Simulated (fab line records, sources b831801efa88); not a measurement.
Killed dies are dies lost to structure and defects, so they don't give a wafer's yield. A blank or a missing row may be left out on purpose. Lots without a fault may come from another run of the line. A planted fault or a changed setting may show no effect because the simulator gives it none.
Chamber matching | flow gf180mcu | GF_V1_CMP_04 on cmp-01: 4 sister chambers
The step polishes SiO2. 15 wafers are shown with their chamber, then 7 later ones without.

WAFERS WITH THEIR CHAMBER
wafer  | chamber | motor_current_A (A) | time_to_endpoint_s (s) | head_pressure_psi (psi)
L863.2 | 3       | 12.6                | 84                     | 3.991
L863.4 | 0       | 12.5                | 80                     | 4.009
L863.6 | 2       | 11.4                | 89                     | 4.005
L864.2 | 2       | 12.2                | 82                     | 4.006
L864.4 | 1       | 10.3                | 87                     | 3.998
L864.6 | 0       | 12.2                | 78                     | 3.999
L869.4 | 3       | 12.9                | 81                     | 4.017
L869.6 | 3       | 13.5                | 89                     | 4.010
L870.1 | 0       | 12.6                | 81                     | 4.012
L870.5 | 3       | 12.6                | 85                     | 4.009
L879.2 | 0       | 12.2                | 78                     | 4.005
L879.5 | 0       | 12.1                | 87                     | 4.000
L879.6 | 1       | 11.2                | 84                     | 3.999
L881.4 | 2       | 12.4                | 89                     | 4.007
L881.5 | 0       | 12.4                | 82                     | 3.991

SIGNATURES (means of the wafers above)
reading            | chamber 0 | chamber 1 | chamber 2 | chamber 3 | scatter within a chamber
motor_current_A    | 12.333    | 10.750    | 12.000    | 12.900    | 0.393
time_to_endpoint_s | 81.00     | 85.50     | 86.67     | 84.75     | 3.38
head_pressure_psi  | 4.00267   | 3.99850   | 4.00600   | 4.00675   | 0.00775
Rule: a wafer's distance from a chamber is the root of the sum, over the readings, of the square of ((its reading less the chamber's mean) divided by the reading's scatter). The wafer belongs to the nearest chamber; if the next one is less than 2 further off, it can't be placed. The scatter: the root of (the sum of the squares of (reading less its chamber's mean) over the shown wafers, divided by (wafers less chambers)).

WAFERS WITHOUT THEIR CHAMBER
wafer  | motor_current_A (A) | time_to_endpoint_s (s) | head_pressure_psi (psi)
L881.6 | 12.9                | 89                     | 4.002
L882.2 | 12.1                | 81                     | 4.010
L882.3 | 13.0                | 82                     | 4.006
L882.6 | 13.0                | 81                     | 4.002
L884.2 | 12.4                | 77                     | 3.992
L884.3 | 12.6                | 81                     | 4.001
L884.6 | 12.9                | 81                     | 3.997

WHICH CHAMBER EACH WENT THROUGH
wafer  | from the rows above          | in truth
L881.6 | can't be placed: 3 or 2 or 0 | 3
L882.2 | can't be placed: 0 or 2 or 3 | 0
L882.3 | can't be placed: 3 or 0      | 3
L882.6 | can't be placed: 3 or 0 or 2 | 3
L884.2 | can't be placed: 0 or 3 or 2 | 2
L884.3 | can't be placed: 0 or 3 or 2 | 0
L884.6 | can't be placed: 0 or 3 or 2 | 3
Placed correctly: 0 of 7. Can't be placed from these rows: 7 (the true chamber is among the candidates in 7). Placed wrongly: 0.
